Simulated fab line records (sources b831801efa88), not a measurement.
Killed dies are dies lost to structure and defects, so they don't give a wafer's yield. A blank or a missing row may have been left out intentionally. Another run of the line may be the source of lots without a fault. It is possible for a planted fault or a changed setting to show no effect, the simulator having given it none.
Matching of chambers | flow gf180mcu | GF_V2_CMP_04 on cmp-02: 4 sister chambers
The step polishes SiO2. 8 wafers are shown with their chamber, then 7 later ones without.

## WAFERS PAIRED WITH THEIR CHAMBERS
wafer  | chamber | motor current A (A) | time to endpoint s (s)
L357.3 | 1       | 14.8                | 82
L359.2 | 0       | 10.8                | 79
L370.4 | 3       | 12.7                | 87
L371.2 | 2       | 12.4                | 81
L371.4 | 3       | 12.9                | 81
L371.6 | 0       | 10.9                | 87
L372.1 | 1       | 14.8                | 85
L372.2 | 2       | 12.0                | 78

## WAFERS WITH NO CHAMBER GIVEN
wafer  | motor current A (A) | time to endpoint s (s)
L372.6 | 10.8                | 86
L377.2 | 12.6                | 83
L377.4 | 10.4                | 81
L377.6 | 14.5                | 84
L378.1 | 11.5                | 81
L378.2 | 11.8                | 80
L378.5 | 12.6                | 85

## WHICH CHAMBER EACH ONE RAN IN
wafer  | from the rows above     | in truth
L372.6 | 0                       | 0
L377.2 | can't be placed: 3 or 2 | 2
L377.4 | 0                       | 0
L377.6 | 1                       | 1
L378.1 | can't be placed: 0 or 2 | 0
L378.2 | 2                       | 2
L378.5 | can't be placed: 3 or 2 | 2
Correct placement for 4 of the 7. Can't be placed from these rows: 3 (the true chamber is among the candidates in 3). 0 placed wrongly.
How it was worked out, from the rows above alone: a wafer's distance from a chamber is the root of the sum, over the readings, of the square of ((its reading less the chamber's mean) divided by the reading's scatter). The wafer belongs to the nearest chamber; if the next one is less than 2 further off, it can't be placed. Each chamber's mean is taken over the wafers shown for it. The scatter: the root of (the sum of the squares of (reading less its chamber's mean) over the shown wafers, divided by (wafers less chambers)).
